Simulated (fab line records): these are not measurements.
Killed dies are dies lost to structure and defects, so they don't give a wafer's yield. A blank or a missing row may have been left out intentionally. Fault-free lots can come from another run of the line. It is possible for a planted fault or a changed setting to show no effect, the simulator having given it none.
fab line records    flow sky130
record lots=13  wafers=35  last_day=50
route steps=708 shown METAL3@536 METAL5@662 PASSIVATION@693 PAD_OPEN@701
lots untouched by any fault: they come from a run of this same line in which no faults occurred
start_h: hours from the record's opening day to when the first of the lot's shown wafers began    wait_h: hours elapsed since this lot's preceding step    " repeats the value in the row above    L1.1+2: one row covering several wafers at once    - either no value or no given start    * or withheld: withheld    < > ~ a bound
route shown NAME@n: a module of which the file shows steps, and the number in the route of the first    usual: mean/standard deviation taken from wafers without a fault    same: alike in all rows    chamber/n: place in a boat    sites: per-site readings    _std_site: standard deviation across them    _edge_site: mean of outer sites minus mean of inner sites    radius_mm: how far each site lies from the wafer's centre    mask NAME#n: copy n    behind: the tool/chamber that last shaped the wafer    hold: why the lot went on hold/how many hours it stayed there/how the hold came to an end    device: the n, p or np transistor that did not switch    end of line: at the end of the route, the tests of the same wafers    a step with no rows: only its recipe    killed: not the wafer's yield, but the dies lost to structure and defects at the first sort    map: a wafer's dies, x killed, . not, _ none there
set.NAME: the setting the step ran with; set.NAME@STEP: the setting that earlier step ran with    model.NAME: the simulator's own value behind a step, which no gauge read
one table for each step of the route and one row for each wafer, over a sample of lots
services: the hour from which a tool's chamber was out of use, counted from the record's first day as start_h (under 0 if before that day), plus the number of hours and why
## steps
# step SKY_METAL3_SPUTTER_04
# recipe material=TiN  target_thk_nm=70  power_w=6500  time_s=58.3  chamber_pressure_pa=0.4
# usual throttle_valve_pct=30.2/1.2
lot.wafer  tool            chamber  start_h  wait_h  throttle_valve_pct
L673.3     pvd_sputter-03  -        864.60   0.0     29.0
L673.4     "               -        "        "       28.8
L673.6     "               -        "        "       28.9
L675.1     pvd_sputter-03  -        871.97   0.0     31.5
L675.2     "               -        "        "       28.9
L675.3     "               -        "        "       28.9
L676.3     pvd_sputter-02  -        877.59   0.0     30.0
L676.4     "               -        "        "       31.3
L676.5     "               -        "        "       28.7
L677.2     pvd_sputter-03  -        882.81   0.0     29.0
L678.6     pvd_sputter-03  -        887.91   0.0     29.0
L681.2     pvd_sputter-04  -        906.68   0.0     29.8
L681.5     "               -        "        "       29.6
L681.6     "               -        "        "       29.1
L682.1     pvd_sputter-02  -        917.92   0.0     28.7
L682.3     "               -        "        "       30.9
L682.4     "               -        "        "       29.9
L683.4     pvd_sputter-02  -        926.70   0.0     31.1
L683.5     "               -        "        "       30.1
L683.6     "               -        "        "       28.2
L685.1     pvd_sputter-02  -        937.49   0.0     31.3
L685.3     "               -        "        "       31.0
L685.5     "               -        "        "       30.0
L692.2     pvd_sputter-02  -        982.22   0.0     30.8
L692.3     "               -        "        "       31.0
L692.6     "               -        "        "       31.2
L693.2     pvd_sputter-02  -        992.74   0.0     30.1
L693.3     "               -        "        "       30.7
L693.4     "               -        "        "       31.1
L694.2     pvd_sputter-04  -        999.74   0.0     30.7
L694.5     "               -        "        "       30.7
L694.6     "               -        "        "       29.0
L696.1     pvd_sputter-03  -        1007.89  0.0     31.5
L696.3     "               -        "        "       29.1
L696.6     "               -        "        "       32.1
# step SKY_METAL5_SPUTTER_01
# recipe material=TiN  target_thk_nm=20  power_w=6500  time_s=16.7  chamber_pressure_pa=0.4
# usual throttle_valve_pct=30.2/1.1
lot.wafer  tool            chamber  start_h  wait_h  throttle_valve_pct
L673.3     pvd_sputter-04  -        1021.73  0.0     29.3
L673.4     "               -        "        "       30.7
L673.6     "               -        "        "       29.4
L675.1     pvd_sputter-04  -        1025.63  0.0     29.4
L675.2     "               -        "        "       30.8
L675.3     "               -        "        "       31.0
L676.3     pvd_sputter-01  -        1030.25  0.0     28.3
L676.4     "               -        "        "       29.6
L676.5     "               -        "        "       30.1
L677.2     pvd_sputter-01  -        1035.33  0.0     28.6
L678.6     pvd_sputter-03  -        1039.89  0.0     31.9
L681.2     pvd_sputter-03  -        1058.17  0.0     28.8
L681.5     "               -        "        "       28.8
L681.6     "               -        "        "       31.7
L682.1     pvd_sputter-04  -        1066.74  0.0     30.9
L682.3     "               -        "        "       29.9
L682.4     "               -        "        "       29.4
L683.4     pvd_sputter-01  -        1074.59  0.0     29.6
L683.5     "               -        "        "       29.3
L683.6     "               -        "        "       32.1
L685.1     pvd_sputter-01  -        1083.55  0.0     30.4
L685.3     "               -        "        "       29.2
L685.5     "               -        "        "       31.9
L692.2     pvd_sputter-04  -        1122.70  0.0     30.8
L692.3     "               -        "        "       30.6
L692.6     "               -        "        "       29.9
L693.2     pvd_sputter-01  -        1131.00  0.0     28.4
L693.3     "               -        "        "       30.0
L693.4     "               -        "        "       31.9
L694.2     pvd_sputter-04  -        1134.57  0.0     30.7
L694.5     "               -        "        "       30.7
L694.6     "               -        "        "       30.6
L696.1     pvd_sputter-01  -        1141.56  0.0     28.6
L696.3     "               -        "        "       29.3
L696.6     "               -        "        "       32.1
# step SKY_PASSIVATION_STRIP_12
# recipe chemistry=O2/N2  power_w=1400  pressure_mtorr=1500  platen_temp_c=withheld  overash_fraction=0.7  o2_flow_sccm=3000  n2_flow_sccm=300
# usual drypump_motor_current_A=5.9/0.35  oes_product_au=0.661/0.0045  strip_time_to_endpoint_s=31.77/0.13
lot.wafer  tool             chamber  start_h  wait_h  drypump_motor_current_A  oes_product_au  rf_hours_counter_h  strip_time_to_endpoint_s
L673.3     plasma_asher-02  1        1067.00  0.1     5.0                      0.660           -                   31.81
L673.4     "                0        "        "       6.0                      0.663           -                   31.56
L673.6     "                0        "        "       6.0                      0.659           -                   31.52
L675.1     plasma_asher-04  1        1071.41  0.1     5.6                      0.662           1                   31.89
L675.2     "                0        "        "       6.0                      0.658           1                   31.63
L675.3     "                0        "        "       5.9                      0.662           -                   31.65
L676.3     plasma_asher-03  1        1075.55  0.1     5.9                      0.671           -                   31.82
L676.4     "                0        "        "       6.3                      0.662           -                   31.82
L676.5     "                0        "        "       6.4                      0.655           -                   31.66
L677.2     plasma_asher-03  1        1079.41  0.1     5.9                      0.659           93                  31.49
L678.6     plasma_asher-04  0        1083.98  0.1     5.9                      0.656           -                   31.64
L681.2     plasma_asher-03  0        1100.71  0.1     6.4                      0.663           95                  31.64
L681.5     "                0        "        "       6.4                      0.663           -                   31.47
L681.6     "                1        "        "       5.9                      0.661           -                   32.09
L682.1     plasma_asher-04  0        1109.56  0.1     5.9                      0.658           4                   31.73
L682.3     "                0        "        "       5.9                      0.656           -                   31.51
L682.4     "                1        "        "       5.6                      0.656           -                   31.64
L683.4     plasma_asher-03  1        1117.77  0.1     5.9                      0.663           -                   31.80
L683.5     "                1        "        "       5.9                      0.659           -                   31.93
L683.6     "                0        "        "       6.4                      0.656           -                   31.76
L685.1     plasma_asher-03  0        1125.62  0.1     6.4                      0.659           97                  31.59
L685.3     "                0        "        "       6.3                      0.654           -                   31.48
L685.5     "                1        "        "       5.9                      0.664           -                   31.68
L692.2     plasma_asher-03  0        1160.21  0.1     6.3                      0.667           100                 31.86
L692.3     "                0        "        "       6.4                      0.668           -                   31.90
L692.6     "                1        "        "       5.9                      0.668           -                   31.82
L693.2     plasma_asher-04  0        1167.54  0.1     5.9                      0.658           10                  31.76
L693.3     "                0        "        "       5.9                      0.662           -                   31.77
L693.4     "                1        "        "       5.7                      0.667           -                   31.76
L694.2     plasma_asher-04  1        1171.14  0.1     5.6                      0.655           10                  31.88
L694.5     "                1        "        "       5.6                      0.654           -                   31.52
L694.6     "                0        "        "       6.0                      0.659           -                   31.81
L696.1     plasma_asher-03  1        1177.47  0.1     5.9                      0.667           102                 31.94
L696.3     "                1        "        "       5.9                      0.664           -                   31.62
L696.6     "                1        "        "       5.9                      0.656           -                   31.73
# step SKY_PAD_OPEN_ETCH_07
# recipe chemistry=CF4/O2  target_depth_nm=725  stop_on=AlCu  source_w=800  bias_w=150  pressure_mtorr=150  cf4_flow_sccm=80  O2_flow_sccm=10  time_s=161.1
# usual cf4_flow_sccm=80.00/0.21  drypump_motor_current_A=5.6/0.44  oes_product_au=0.979/0.0081  rf_fwd_power_W=796.9/2.7  throttle_valve_pct=5.964/0.009
lot.wafer  tool         chamber  start_h  wait_h  cf4_flow_sccm  drypump_motor_current_A  oes_product_au  rf_fwd_power_W  rf_hours_counter_h  throttle_valve_pct
L673.3     rie_diel-01  1        1088.60  -       79.60          5.4                      0.967           798.2           20                  5.958
L673.4     "            3        "        "       79.84          6.1                      0.991           800.5           27                  5.960
L673.6     "            1        "        "       80.28          5.4                      0.977           800.4           -                   5.977
L675.1     rie_diel-04  1        1091.71  -       79.93          5.5                      0.983           793.2           23                  5.966
L675.2     "            0        "        "       80.35          5.8                      0.968           797.0           12                  5.954
L675.3     "            2        "        "       80.05          6.2                      0.986           796.8           21                  5.967
L676.3     rie_diel-01  2        1096.61  -       79.88          5.9                      0.969           797.2           15                  5.958
L676.4     "            0        "        "       80.13          5.0                      0.975           795.7           25                  5.978
L676.5     "            1        "        "       79.78          5.4                      0.960           794.6           -                   5.963
L677.2     rie_diel-04  0        1100.16  -       79.84          5.8                      0.979           795.5           12                  5.971
L678.6     rie_diel-04  0        1105.16  -       80.05          5.8                      0.975           800.4           -                   5.968
L681.2     rie_diel-04  2        1120.21  -       80.06          6.2                      0.990           796.2           22                  5.957
L681.5     "            2        "        "       79.68          6.2                      0.993           797.8           -                   5.971
L681.6     "            1        "        "       80.18          5.5                      0.984           795.9           -                   5.967
L682.1     rie_diel-04  1        1129.06  -       80.17          5.5                      0.982           800.7           25                  5.961
L682.3     "            3        "        "       79.93          4.9                      0.977           799.3           9                   5.967
L682.4     "            2        "        "       79.53          6.2                      0.985           794.4           23                  5.968
L683.4     rie_diel-02  2        1136.36  -       79.74          5.7                      0.986           798.7           23                  5.957
L683.5     "            0        "        "       79.85          5.1                      0.981           794.8           -                   5.964
L683.6     "            1        "        "       80.21          5.5                      0.972           795.2           -                   5.958
L685.1     rie_diel-02  0        1143.91  -       79.96          5.1                      0.983           795.3           18                  5.972
L685.3     "            3        "        "       80.08          6.1                      0.987           794.7           18                  5.956
L685.5     "            3        "        "       79.73          6.1                      0.981           794.1           -                   5.955
L692.2     rie_diel-02  0        1176.66  -       79.94          5.1                      0.962           790.9           19                  5.958
L692.3     "            2        "        "       80.26          5.7                      0.975           797.9           24                  5.968
L692.6     "            1        "        "       80.17          5.5                      0.972           797.4           -                   5.958
L693.2     rie_diel-04  1        1183.76  -       80.33          5.5                      0.976           799.2           28                  5.969
L693.3     "            3        "        "       79.64          4.9                      0.979           797.0           11                  5.957
L693.4     "            2        "        "       79.75          6.2                      0.971           791.1           25                  5.976
L694.2     rie_diel-02  0        1187.05  -       80.10          5.1                      0.961           798.3           19                  5.972
L694.5     "            3        "        "       80.00          6.1                      0.978           800.1           -                   5.962
L694.6     "            0        "        "       80.01          5.1                      0.977           795.5           -                   5.968
L696.1     rie_diel-04  0        1192.65  -       80.31          5.8                      0.983           793.2           16                  5.961
L696.3     "            2        "        "       79.99          6.2                      0.979           795.7           26                  5.954
L696.6     "            1        "        "       79.87          5.5                      0.991           800.2           -                   5.963
# step SKY_PAD_OPEN_PROBE_99
# usual killed_at_M0_to_M3=42/6.8  killed_at_M4_up=3.4/1.8  killed_at_contacts=25/5.7  killed_at_front_end=16/4.8  killed_at_other=0.2/0.39  killed_dies=87/9.6  killed_open=47/6.9  killed_short=40/6.3
# same gross_dies=492  killed_at_back_side=0
lot.wafer  tool       chamber  start_h  wait_h  killed_at_M0_to_M3  killed_at_M4_up  killed_at_contacts  killed_at_front_end  killed_at_other  killed_dies  killed_open  killed_short
L673.3     prober-01  -        1091.01  0.2     46                  4                32                  11                   0                93           51           42
L673.4     prober-01  -        1091.06  0.2     48                  4                26                  11                   1                90           49           41
L673.6     prober-01  -        1091.16  0.2     46                  5                29                  17                   0                97           55           42
L677.2     prober-01  -        1102.53  0.1     91                  5                17                  13                   0                126          46           28
L678.6     prober-01  -        1107.68  0.2     89                  3                13                  10                   0                115          32           33
L681.2     prober-01  -        1122.64  0.1     32                  3                15                  20                   0                70           34           36
L681.5     prober-01  -        1122.79  0.2     44                  4                29                  14                   0                91           50           41
L681.6     prober-01  -        1122.84  0.2     43                  3                13                  21                   0                80           32           48
L683.4     prober-01  -        1138.83  0.2     49                  6                19                  17                   0                91           52           39
L683.5     prober-01  -        1138.88  0.2     48                  2                24                  14                   0                88           48           40
L683.6     prober-01  -        1138.93  0.2     32                  1                20                  11                   0                64           40           24
L685.1     prober-01  -        1146.27  0.1     51                  2                25                  15                   0                93           51           42
L685.3     prober-01  -        1146.37  0.2     33                  3                23                  11                   0                70           40           30
L685.5     prober-01  -        1146.47  0.2     50                  5                31                  13                   0                99           59           40
L692.2     prober-02  -        1179.06  0.1     45                  2                22                  11                   1                81           47           34
L692.3     prober-02  -        1179.11  0.2     46                  4                31                  10                   0                91           42           49
L692.6     prober-02  -        1179.26  0.2     39                  5                34                  10                   0                88           47           41
# killed by level:class
L673.3 VIA1:geometric_particle:open=14 CONTACT:geometric_particle:open=12 LI_CONTACT:geometric_particle:open=7 METAL1:geometric_particle:short=7 LOCAL_INTERCONNECT:geometric_particle:short=6 VIA1:geometric_particle:short=6 VIA3:geometric_particle:open=6 LI_CONTACT:geometric_particle:short=5
L673.4 CONTACT:geometric_particle:open=10 LI_CONTACT:geometric_particle:open=9 VIA1:geometric_particle:open=9 METAL1:geometric_particle:short=7 VIA1:geometric_particle:short=6 METAL2:geometric_particle:short=6 VIA2:geometric_particle:short=5 VIA3:geometric_particle:open=5
L673.6 VIA1:geometric_particle:open=19 CONTACT:geometric_particle:open=13 VIA1:geometric_particle:short=8 FIELD_ISO:geometric_particle:open=5 POLY_GATE:geometric_particle:short=5 LI_CONTACT:geometric_particle:open=5 CONTACT:geometric_particle:short=5 FIELD_ISO:geometric_particle:short=3
L677.2 METAL3:unspecified=52 VIA1:geometric_particle:open=13 LI_CONTACT:geometric_particle:open=9 VIA2:geometric_particle:open=6 METAL3:geometric_particle:short=5 CONTACT:geometric_particle:open=4 METAL2:geometric_particle:short=4 FIELD_ISO:geometric_particle:short=3
L678.6 METAL3:unspecified=50 VIA1:geometric_particle:open=8 METAL1:geometric_particle:short=6 VIA2:geometric_particle:open=6 VIA3:geometric_particle:short=5 VIA3:geometric_particle:open=5 POLY_GATE:geometric_particle:open=4 LOCAL_INTERCONNECT:geometric_particle:short=4
L681.2 METAL2:geometric_particle:short=8 CONTACT:geometric_particle:open=7 POLY_GATE:geometric_particle:short=5 POLY_GATE:geometric_particle:open=5 VIA1:geometric_particle:short=5 CONTACT:geometric_particle:short=4 VIA1:geometric_particle:open=4 FIELD_ISO:geometric_particle:open=3
L681.5 VIA1:geometric_particle:open=14 CONTACT:geometric_particle:open=11 CONTACT:geometric_particle:short=8 METAL1:geometric_particle:short=8 FIELD_ISO:geometric_particle:open=5 POLY_GATE:geometric_particle:open=4 LI_CONTACT:geometric_particle:open=4 VIA1:geometric_particle:short=4
L681.6 VIA1:geometric_particle:open=12 METAL1:geometric_particle:short=10 POLY_GATE:geometric_particle:short=8 POLY_GATE:geometric_particle:open=8 VIA1:geometric_particle:short=6 CONTACT:geometric_particle:open=4 CONTACT:geometric_particle:short=4 METAL2:geometric_particle:short=4
L683.4 VIA1:geometric_particle:open=12 CONTACT:geometric_particle:open=9 VIA3:geometric_particle:open=8 VIA2:geometric_particle:open=7 POLY_GATE:geometric_particle:short=6 FIELD_ISO:geometric_particle:open=4 POLY_GATE:geometric_particle:open=4 LI_CONTACT:geometric_particle:open=4
L683.5 VIA1:geometric_particle:open=12 VIA3:geometric_particle:short=9 VIA3:geometric_particle:open=8 LI_CONTACT:geometric_particle:open=7 CONTACT:geometric_particle:open=7 VIA2:geometric_particle:open=6 POLY_GATE:geometric_particle:short=4 POLY_GATE:geometric_particle:open=4
L683.6 VIA1:geometric_particle:open=10 CONTACT:geometric_particle:open=8 VIA2:geometric_particle:short=6 VIA2:geometric_particle:open=5 LI_CONTACT:geometric_particle:open=5 POLY_GATE:geometric_particle:short=4 POLY_GATE:geometric_particle:open=4 FIELD_ISO:geometric_particle:short=2
L685.1 VIA1:geometric_particle:open=15 CONTACT:geometric_particle:open=10 VIA2:geometric_particle:open=8 VIA3:geometric_particle:open=7 LOCAL_INTERCONNECT:geometric_particle:short=6 CONTACT:geometric_particle:short=5 VIA1:geometric_particle:short=5 METAL2:geometric_particle:short=5
L685.3 CONTACT:geometric_particle:open=8 VIA1:geometric_particle:open=8 LI_CONTACT:geometric_particle:open=6 METAL1:geometric_particle:short=5 VIA2:geometric_particle:open=5 VIA3:geometric_particle:open=5 CONTACT:geometric_particle:short=4 POLY_GATE:geometric_particle:open=3
L685.5 VIA1:geometric_particle:open=11 LI_CONTACT:geometric_particle:open=11 CONTACT:geometric_particle:open=11 METAL1:geometric_particle:short=8 VIA2:geometric_particle:open=7 VIA3:geometric_particle:open=6 METAL2:geometric_particle:short=5 POLY_GATE:geometric_particle:open=4
L692.2 VIA2:geometric_particle:open=10 VIA3:geometric_particle:open=9 CONTACT:geometric_particle:open=8 CONTACT:geometric_particle:short=6 VIA1:geometric_particle:open=6 POLY_GATE:geometric_particle:short=5 VIA1:geometric_particle:short=5 LI_CONTACT:geometric_particle:open=4
L692.3 CONTACT:geometric_particle:open=13 VIA1:geometric_particle:open=8 VIA2:geometric_particle:short=7 LOCAL_INTERCONNECT:geometric_particle:short=6 METAL2:geometric_particle:open=6 CONTACT:geometric_particle:short=6 VIA2:geometric_particle:open=6 METAL1:geometric_particle:short=5
L692.6 VIA1:geometric_particle:open=11 CONTACT:geometric_particle:open=10 CONTACT:geometric_particle:short=7 LI_CONTACT:geometric_particle:open=6 METAL1:geometric_particle:short=6 VIA2:geometric_particle:open=6 LOCAL_INTERCONNECT:geometric_particle:short=5 VIA1:geometric_particle:short=5
## services
tool             chamber  start_h  hours  kind
pvd_sputter-04   -        879.10   2.1    repair
rie_diel-04      1        882.73   1.8    repair
rie_diel-04      -        891.03   0.4    repair
rie_diel-04      3        923.91   3.2    repair
pvd_sputter-01   -        924.37   6.0    repair
pvd_sputter-02   -        931.45   1.9    repair
rie_diel-04      -        938.56   2.6    repair
pvd_sputter-01   -        941.47   0.8    repair
pvd_sputter-02   -        966.21   5.3    repair
rie_diel-04      1        973.76   4.8    repair
rie_diel-04      2        989.84   5.2    repair
pvd_sputter-02   -        1003.37  0.8    repair
pvd_sputter-03   -        1018.12  6.7    repair
pvd_sputter-01   -        1025.49  2.4    repair
pvd_sputter-04   -        1078.30  4.2    repair
plasma_asher-03  -        1093.37  6.7    repair
pvd_sputter-01   -        1119.03  1.7    repair
rie_diel-04      3        1133.27  14.8   repair
rie_diel-04      0        1137.59  6.0    repair
rie_diel-04      2        1145.23  1.7    repair
plasma_asher-03  -        1155.43  1.2    repair
pvd_sputter-04   -        1157.26  1.9    repair
rie_diel-04      3        1165.65  1.3    repair
rie_diel-04      0        1176.68  4.1    repair
## key
first_sign step=SKY_PAD_OPEN_PROBE_99  reading=killed_at_M0_to_M3  direction=up  sigmas=7  usual=42  struck=90
effect step=SKY_PAD_OPEN_PROBE_99  reading=killed_dies  direction=up  sigmas=3.5  usual=87  struck=120
met_at SKY_METAL3_SPUTTER_04
struck_lots L677,L678
struck_wafers L677.2,L678.6
tester_left_out L677,L678
not_acting_at SKY_METAL5_SPUTTER_01,SKY_PASSIVATION_STRIP_12,SKY_PAD_OPEN_ETCH_07
onset_between 871.97 882.81
earlier_fault kind=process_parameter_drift  tool=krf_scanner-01  chamber=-  onset_h=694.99  steps=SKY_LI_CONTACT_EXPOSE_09  channel=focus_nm  offset=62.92  spread_by_wafer=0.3  shape=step  end_h=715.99
fault kind=chamber_particle_source  tool=pvd_sputter-03  chamber=-  onset_h=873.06  steps=SKY_METAL3_SPUTTER_04  rate_per_visit_cm2=0.72063  scope=struck_wafers_only
# tester_left_out: of these lots the tester's yield and bins aren't shown, on N5 and GAA mostly nor the transistor test; their killed dies are dies lost to structure and defects alone, not to doping, threshold or leakage, so they don't give the yield
